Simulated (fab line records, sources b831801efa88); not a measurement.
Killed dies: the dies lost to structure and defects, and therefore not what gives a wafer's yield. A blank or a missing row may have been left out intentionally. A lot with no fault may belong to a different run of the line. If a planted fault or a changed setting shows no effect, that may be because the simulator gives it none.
Which tool is to blame? / flow gf180mcu / 6 lots, 18 wafers sampled, at 2 steps of a route of 602

== WHAT THE GAUGES READ, wafer by wafer ==
GF_TOP_METAL_CD_MEAS_14: the cd target is 440 nm.
lot=L279; measured=day 29 04:11; on=cd sem-01; cd nm (nm)=438.8 436.3 437.5
lot=L282; measured=day 29 15:16; on=cd sem-01; cd nm (nm)=442.2 441.1 442.0
lot=L284; measured=day 30 08:16; on=cd sem-01; cd nm (nm)=438.1 441.0 440.0
lot=L287; measured=day 31 11:32; on=cd sem-01; cd nm (nm)=437.1 434.7 436.6
lot=L289; measured=day 31 20:50; on=cd sem-02; cd nm (nm)=439.8 440.6 440.9
lot=L298; measured=day 33 23:52; on=cd sem-02; cd nm (nm)=443.1 443.2 444.7

== TOOL THAT RAN EACH LOT (tool first, then ch and the chambers of the sampled wafers, then the start) ==
lot=L279; GF_TOP_METAL_SPUTTER_03=pvd sputter-01, day 28 07:53
lot=L282; GF_TOP_METAL_SPUTTER_03=pvd sputter-01, day 28 19:51
lot=L284; GF_TOP_METAL_SPUTTER_03=pvd sputter-03, day 29 13:46
lot=L287; GF_TOP_METAL_SPUTTER_03=pvd sputter-01, day 30 17:22
lot=L289; GF_TOP_METAL_SPUTTER_03=pvd sputter-03, day 31 03:01
lot=L298; GF_TOP_METAL_SPUTTER_03=pvd sputter-01, day 33 08:13
- GF_TOP_METAL_SPUTTER_03: material Ti, target thk 5 nm, time 3.3 s.

== THE ANSWER, worked out from the rows above alone ==
Rule: usual is defined by the lots themselves. The widest of any qualifying gaps counts: lots, ordered by their means at a reading, are off when they make up no more than a third of the lots, leave a main group of 4 or more, and stand apart from it by 3 or more times the standard deviation of that group's means. Not used: any main group whose means are identical at the precision the tables above print for the reading. Also off: a lot with no number at a reading for which 4 or more lots have one. Any other lot the step has rows for is counted as sound.
Across all readings shown, no lot is off: no conclusion can be drawn from this.

== WHAT THE SIMULATOR PUT IN ==
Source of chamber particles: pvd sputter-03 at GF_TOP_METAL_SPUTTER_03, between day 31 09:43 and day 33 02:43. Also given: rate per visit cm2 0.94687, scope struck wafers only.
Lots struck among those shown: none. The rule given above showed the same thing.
